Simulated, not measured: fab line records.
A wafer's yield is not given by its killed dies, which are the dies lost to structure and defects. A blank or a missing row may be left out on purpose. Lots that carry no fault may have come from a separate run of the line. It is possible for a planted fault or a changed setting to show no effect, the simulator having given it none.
One fault through the eyes of 2 desks + flow gf180mcu + only its own numbers are on each desk; what lay behind them is given at the end

## FOR THE TOOL OWNER'S DESK: pecvd-01
The tool's own readings at GF_V2_CVD_02 (deposits SiO2 from TEOS, target thk 850 nm, time 94.851 s): means of the sampled wafers that have a number, for each lot that ran on this tool. Any lot whose mean is over 4 standard deviations away from the usual mean is out of limits and marked OUT; that distance is given in the brackets.
Columns: A = heater power w at GF_V2_CVD_02, usual 643 W; B = rf fwd power W at GF_V2_CVD_02, usual 596.0 W
| lot  | first seen here | A   | B               |
|------|-----------------|-----|-----------------|
| L609 | day 19 20:38    | 765 | 596.3           |
| L614 | day 21 19:11    | 667 | 596.2           |
| L617 | day 22 15:17    | 652 | 596.3           |
| L618 | day 23 05:55    | 658 | 629.8 (+17) OUT |
| L620 | day 24 02:56    | 690 | 627.9 (+16) OUT |
| L631 | day 27 04:23    | 706 | 597.9           |
This desk's verdict: out of limits on L618, L620, starting with L618 at day 23 05:55 (rf fwd power W at GF_V2_CVD_02). In limits: L609, L614, L617, L631.

## AT THE METROLOGY DESK
Lot by lot, what the gauges showed, no matter which tool ran the lot: averages of those sampled wafers that carry a number. Any lot whose mean is over 4 standard deviations away from the usual mean is out of limits and marked OUT; that distance is given in the brackets.
Columns: A = M2_OVL at GF_M2_OVL_MEAS_15, usual -3 nm; B = V2_CVD_02_THK at GF_V2_THK_MEAS_03, usual 849 nm; C = V2_BOW at GF_V2_BOW_MEAS_05, usual 100 um
| lot  | first seen here | A  | B   | C   |
|------|-----------------|----|-----|-----|
| L608 | day 19 07:31    | -2 | 857 | 105 |
| L609 | day 19 19:40    | -3 | 844 | 88  |
| L613 | day 21 04:04    | 1  | 842 | 95  |
| L614 | day 21 18:16    | -2 | 833 | 106 |
| L615 | day 22 04:35    | -8 | 847 | 110 |
| L617 | day 22 14:28    | -2 | 844 | 99  |
| L618 | day 23 05:04    | -7 | 861 | 93  |
| L620 | day 24 01:58    | -1 | 845 | 109 |
| L627 | day 26 04:55    | 1  | 848 | 90  |
| L628 | day 26 09:31    | -5 | 852 | 105 |
| L629 | day 26 14:16    | -6 | 853 | 94  |
| L631 | day 27 03:31    | -1 | 844 | 103 |
Finding of this desk: none of the 12 lots has anything out of limits.

## BROUGHT TOGETHER
On L618, L620, at day 23 05:55, an alarm was possible from the tool owner's desk.
Metrology desk: nothing out of limits seen.
The metrology desk has L618, L620 on record, within its limits.
GF_V2_CVD_02 was run on pecvd-01 by each of the lots named.

## WHAT THE SIMULATOR HAD INSERTED
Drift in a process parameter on pecvd-01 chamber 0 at GF_V2_CVD_02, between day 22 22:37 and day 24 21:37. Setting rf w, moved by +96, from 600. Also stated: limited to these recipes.
Lots struck among those shown: L618, L620.
Hours from the fault's start to each desk's first reading out of limits: the tool owner's desk, 7.
